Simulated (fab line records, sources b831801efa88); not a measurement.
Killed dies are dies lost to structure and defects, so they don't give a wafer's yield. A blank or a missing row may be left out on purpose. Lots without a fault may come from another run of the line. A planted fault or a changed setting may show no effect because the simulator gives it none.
fab line records | flow sfq_line
record lots=14 wafers=42 last_day=100
route steps=325 shown M6@252 I6@266
lots that met no fault: from a run of the same line without faults
start_h: hours from the record's first day to the start of the lot's first wafer shown | wait_h: hours since the lot's step before | " the same as in the row above | L1.1+2: a row that stands for several wafers | - no value, or no start given | * or withheld: withheld | < > ~ a bound
route shown NAME@n: a module of which the file shows steps, and the number in the route of the first | usual: mean/standard deviation of fault-free wafers | same: alike in all rows | chamber/n: place in a boat | sites: the reading at each site | _std_site: their standard deviation | _edge_site: outer sites' mean less inner sites' | radius_mm: how far each site lies from the wafer's centre | mask NAME#n: copy n | behind: the tool/chamber that last shaped the wafer | hold: why the lot was held/for how many hours/how that ended | device: the transistor (n, p or np) that didn't switch | end of line: the same wafers' tests at the end of the route | a step without rows: its recipe alone | killed: dies lost to structure and defects at the first sort, not the wafer's yield | map: a wafer's dies, x killed, . not, _ none there
set.NAME: the setting as run; set.NAME@STEP: as run at that earlier step | model.NAME: the simulator's own value behind a step, which no gauge read
steps of the route over a sample of lots; a table a step, a row a wafer
services: from which hour (start_h, from the record's first day; less than 0 if before it) a tool's chamber was out of use, for how many hours, and why
## steps
# step SFQ_TRILAYER_M6_DEP_SPUTTER_157
# recipe material=Nb base_pressure_pa=1.33e-06 chamber_pressure_pa=0.1333 substrate_temp_c=20 target_thk_nm=200 power_w=2000 time_s=133.3
# usual throttle_valve_pct=30.1/1.2
# columns lot.wafer tool chamber start_h wait_h throttle_valve_pct
L221.1 pvd_sputter-05 - 1675.38 0.0 31.4
L221.2 " - " " 28.6
L221.3 " - " " 29.3
L224.2 pvd_sputter-04 - 1707.35 0.0 29.0
L224.3 " - " " 30.3
L224.6 " - " " 28.7
L225.2 pvd_sputter-06 - 1708.55 0.0 29.6
L225.4 " - " " 29.5
L225.6 " - " " 30.5
L226.1 pvd_sputter-05 - 1750.35 0.0 29.3
L226.4 " - " " 31.0
L226.5 " - " " 31.1
L227.1 pvd_sputter-06 - 1797.71 0.0 29.2
L227.4 " - " " 29.4
L227.5 " - " " 29.8
L228.1 pvd_sputter-04 - 1799.04 0.0 29.5
L228.3 " - " " 30.4
L228.5 " - " " 29.6
L230.3 pvd_sputter-04 - 1833.63 0.0 30.4
L230.4 " - " " 29.6
L230.6 " - " " 29.5
L231.1 pvd_sputter-06 - 1887.65 0.0 29.4
L231.3 " - " " 30.7
L231.5 " - " " 32.4
L232.3 pvd_sputter-05 - 1892.45 0.0 31.0
L232.4 " - " " 28.7
L232.6 " - " " 31.3
L234.1 pvd_sputter-05 - 1900.97 0.0 29.3
L234.5 " - " " 30.9
L234.6 " - " " 28.7
L235.1 pvd_sputter-05 - 1914.17 0.0 31.1
L235.2 " - " " 30.9
L235.5 " - " " 31.3
L238.1 pvd_sputter-06 - 1932.90 0.0 32.5
L238.4 " - " " 30.4
L238.6 " - " " 32.5
L240.3 pvd_sputter-04 - 1936.50 0.0 28.8
L240.4 " - " " 29.3
L240.6 " - " " 28.6
L243.1 pvd_sputter-06 - 1964.78 0.0 30.5
L243.4 " - " " 29.8
L243.5 " - " " 29.5
# step SFQ_TRILAYER_M6_BARC_OPEN_METAL_ETCH_206
# recipe mask_material=PR chemistry=O2 target_depth_nm=125 target=BARC icp_w=600 bias_w=80 pressure_mtorr=10 time_s=41.7
# usual bias_w=80.03/0.23 drypump_motor_current_A=6.0/0.42 oes_product_au=0.684/0.0044 rf_fwd_power_W=593.0/2.8
# columns lot.wafer tool chamber start_h wait_h bias_w drypump_motor_current_A oes_product_au rf_fwd_power_W rf_hours_counter_h
L221.1 rie_metal-04 1 1791.90 0.0 80.63 6.1 0.687 597.2 78
L221.2 " 0 " " 80.18 6.7 0.683 596.3 19
L221.3 " 1 " " 79.88 6.1 0.684 595.6 -
L224.2 rie_metal-02 0 1826.71 0.0 80.21 5.6 0.685 591.5 1
L224.3 " 0 " " 79.94 5.6 0.676 588.2 -
L224.6 " 0 " " 79.67 5.6 0.682 590.6 -
L225.2 rie_metal-02 0 1829.11 0.0 80.34 5.6 0.676 589.5 2
L225.4 " 0 " " 80.37 5.6 0.680 592.8 -
L225.6 " 0 " " 80.05 5.6 0.685 590.3 -
L226.1 rie_metal-04 0 1867.56 0.0 79.84 6.7 0.688 594.8 29
L226.4 " 1 " " 79.76 6.1 0.684 594.8 -
L226.5 " 0 " " 79.88 6.7 0.687 591.6 -
L227.1 rie_metal-04 1 1906.08 0.0 80.26 6.1 0.681 594.2 93
L227.4 " 0 " " 79.70 6.7 0.687 594.6 -
L227.5 " 1 " " 80.16 6.1 0.681 594.7 -
L228.1 rie_metal-02 0 1908.48 0.0 79.80 5.6 0.685 589.1 13
L228.3 " 0 " " 79.86 5.6 0.688 587.1 -
L228.5 " 0 " " 79.48 5.6 0.683 589.0 -
L230.3 rie_metal-02 0 1938.63 0.0 80.19 5.6 0.682 591.7 -
L230.4 " 1 " " 79.96 6.4 0.677 592.2 -
L230.6 " 1 " " 80.36 6.3 0.685 590.1 -
L231.1 rie_metal-04 0 2001.36 0.0 80.21 6.7 0.678 596.4 47
L231.3 " 1 " " 80.25 6.1 0.680 593.6 -
L231.5 " 1 " " 80.00 6.1 0.678 598.6 -
L232.3 rie_metal-01 0 2007.38 0.0 80.00 5.8 0.685 592.3 -
L232.4 " 1 " " 79.99 5.5 0.685 589.9 -
L232.6 " 0 " " 79.92 5.8 0.691 593.6 -
L234.1 rie_metal-01 1 2015.43 0.0 79.89 5.4 0.684 593.4 64
L234.5 " 0 " " 79.87 5.9 0.679 595.3 -
L234.6 " 1 " " 80.16 5.5 0.678 594.1 -
L235.1 rie_metal-01 0 2029.95 0.0 79.98 5.9 0.680 593.2 104
L235.2 " 1 " " 79.88 5.5 0.685 592.3 65
L235.5 " 1 " " 79.98 5.5 0.694 593.5 -
L238.1 rie_metal-02 1 2049.15 0.0 80.23 6.4 0.680 835.0 68
L238.4 " 1 " " 80.07 6.4 0.684 832.8 -
L238.6 " 0 " " 80.28 5.6 0.686 831.5 -
L240.3 rie_metal-02 0 2051.57 0.0 80.18 5.6 0.677 828.0 -
L240.4 " 1 " " 80.00 6.3 0.682 832.3 -
L240.6 " 1 " " 80.22 6.4 0.689 833.7 -
L243.1 rie_metal-04 1 2074.55 0.0 79.91 6.1 0.687 595.6 114
L243.4 " 1 " " 79.97 6.1 0.682 596.5 -
L243.5 " 0 " " 80.10 6.7 0.684 592.0 -
# step SFQ_TRILAYER_I6_DEP_PECVD_165
# recipe material=SiO2 temp_c=150 time_s=111.11 pressure_torr=2.4 rf_w=183.3 precursor=SiH4/N2O target_thk_nm=500
# usual chamber_pressure_Torr=2.401/0.0052 heater_power_w=82/14 throttle_valve_pct=24.1/0.6
# columns lot.wafer tool chamber start_h wait_h chamber_pressure_Torr heater_power_w throttle_valve_pct
L221.1 pecvd-01 1 1792.86 0.0 2.399 91 23.3
L221.2 " 0 " " 2.396 92 23.1
L221.3 " 2 " " 2.394 80 23.3
L224.2 pecvd-04 2 1827.67 0.0 2.399 87 23.6
L224.3 " 0 " " 2.405 96 24.2
L224.6 " 0 " " 2.402 98 24.2
L225.2 pecvd-02 1 1830.07 0.0 2.411 61 23.9
L225.4 " 1 " " 2.402 62 23.8
L225.6 " 2 " " 2.402 94 24.7
L226.1 pecvd-02 2 1868.52 0.0 2.400 86 24.5
L226.4 " 2 " " 2.402 92 24.5
L226.5 " 1 " " 2.407 64 23.6
L227.1 pecvd-04 1 1907.04 0.0 2.407 65 25.0
L227.4 " 0 " " 2.398 95 24.3
L227.5 " 2 " " 2.402 73 23.7
L228.1 pecvd-01 2 1909.44 0.0 2.408 75 24.0
L228.3 " 1 " " 2.404 85 24.3
L228.5 " 2 " " 2.398 80 23.7
L230.3 pecvd-04 0 1939.57 0.0 2.393 102 24.6
L230.4 " 0 " " 2.396 105 24.3
L230.6 " 1 " " 2.398 67 24.9
L231.1 pecvd-04 0 2002.32 0.0 2.398 102 24.5
L231.3 " 2 " " 2.397 89 23.8
L231.5 " 2 " " 2.403 90 23.4
L232.3 pecvd-02 2 2008.34 0.0 2.410 93 24.4
L232.4 " 0 " " 2.404 70 24.8
L232.6 " 1 " " 2.396 65 23.9
L234.1 pecvd-01 1 2016.56 0.0 2.398 92 24.9
L234.5 " 1 " " 2.401 76 25.0
L234.6 " 0 " " 2.396 88 23.4
L235.1 pecvd-01 2 2030.91 0.0 2.389 85 24.2
L235.2 " 0 " " 2.396 88 23.5
L235.5 " 0 " " 2.399 91 23.5
L238.1 pecvd-01 1 2050.13 0.0 2.403 85 25.0
L238.4 " 2 " " 2.400 78 24.2
L238.6 " 1 " " 2.400 88 25.1
L240.3 pecvd-04 1 2052.51 0.0 2.398 58 24.7
L240.4 " 1 " " 2.401 62 24.8
L240.6 " 2 " " 2.402 86 23.7
L243.1 pecvd-02 0 2075.51 0.0 2.404 57 23.6
L243.4 " 1 " " 2.387 56 22.3
L243.5 " 2 " " 2.410 92 22.9
# step SFQ_TRILAYER_I6_METRO_MEASURE_167
# usual thk_nm=199.9/1.3
# columns lot.wafer tool chamber start_h wait_h thk_nm
L221.1 film_metro-03 - 1796.05 0.1 201.8
L221.2 " - " " 199.1
L221.3 " - " " 199.1
L224.2 film_metro-04 - 1835.42 0.3 200.7
L224.3 " - " " 201.7
L224.6 " - " " 202.5
L225.2 film_metro-01 - 1837.91 0.3 201.4
L225.4 " - " " 202.1
L225.6 " - " " 203.1
L226.1 film_metro-04 - 1871.71 0.1 200.8
L226.4 " - " " 200.9
L226.5 " - " " 199.7
L227.1 film_metro-04 - 1910.24 0.1 199.6
L227.4 " - " " 201.1
L227.5 " - " " 200.6
L228.1 film_metro-03 - 1912.64 0.1 198.5
L228.3 " - " " 197.6
L228.5 " - " " 200.1
L230.3 film_metro-04 - 1943.16 0.5 200.6
L230.4 " - " " 199.5
L230.6 " - " " 198.8
L231.1 film_metro-01 - 2005.82 0.1 200.3
L231.3 " - " " 201.2
L231.5 " - " " 199.0
L232.3 film_metro-03 - 2011.93 0.5 199.7
L232.4 " - " " 201.7
L232.6 " - " " 200.2
L234.1 film_metro-01 - 2019.76 0.1 197.8
L234.5 " - " " 199.6
L234.6 " - " " 198.8
L235.1 film_metro-03 - 2034.11 0.1 197.7
L235.2 " - " " 200.2
L235.5 " - " " 200.8
L238.1 film_metro-04 - 2053.32 0.1 202.0
L238.4 " - " " 200.2
L238.6 " - " " 199.0
L240.3 film_metro-04 - 2056.72 0.5 199.1
L240.4 " - " " 199.8
L240.6 " - " " 199.8
L243.1 film_metro-03 - 2078.71 0.1 198.6
L243.4 " - " " 198.7
L243.5 " - " " 199.1
## services
# columns tool chamber start_h hours kind
film_metro-03 - 1651.57 1.7 pm
film_metro-04 - 1670.21 1.4 pm
pecvd-01 0 1680.67 9.2 repair
pecvd-04 1 1684.20 22.3 repair
pecvd-01 - 1686.25 14.0 pm
rie_metal-02 - 1688.57 1.2 repair
pecvd-04 - 1716.46 2.2 repair
film_metro-04 - 1717.17 1.0 pm
pecvd-01 0 1719.58 4.9 repair
pecvd-01 - 1725.74 5.5 pm
film_metro-04 - 1742.82 0.4 pm
pvd_sputter-05 - 1744.63 3.0 repair
pvd_sputter-06 - 1754.34 3.4 repair
pecvd-01 - 1772.22 1.2 repair
pvd_sputter-06 - 1781.43 14.8 repair
film_metro-03 - 1789.93 2.2 pm
film_metro-03 - 1808.75 0.4 pm
film_metro-03 - 1832.81 5.7 repair
film_metro-03 - 1896.57 1.2 pm
pecvd-04 1 1912.03 6.4 repair
film_metro-04 - 1916.24 1.4 pm
film_metro-04 - 1961.67 2.5 pm
film_metro-04 - 1987.82 1.3 pm
rie_metal-02 - 2020.10 0.9 repair
## key
first_sign step=SFQ_TRILAYER_M6_BARC_OPEN_METAL_ETCH_206 reading=rf_fwd_power_W direction=up sigmas=86 usual=593.0 struck=832.2
effect none on later readings
met_at SFQ_TRILAYER_M6_BARC_OPEN_METAL_ETCH_206
struck_lots L238,L240
not_acting_at SFQ_TRILAYER_M6_DEP_SPUTTER_157,SFQ_TRILAYER_I6_DEP_PECVD_165,SFQ_TRILAYER_I6_METRO_MEASURE_167
onset_between 1938.63 2049.15
fault kind=process_parameter_drift tool=rie_metal-02 chamber=- onset_h=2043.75 steps=SFQ_TRILAYER_M6_BARC_OPEN_METAL_ETCH_206 channel=icp_w offset=240 shape=step end_h=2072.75 acts_in=these_recipes_only stated=600
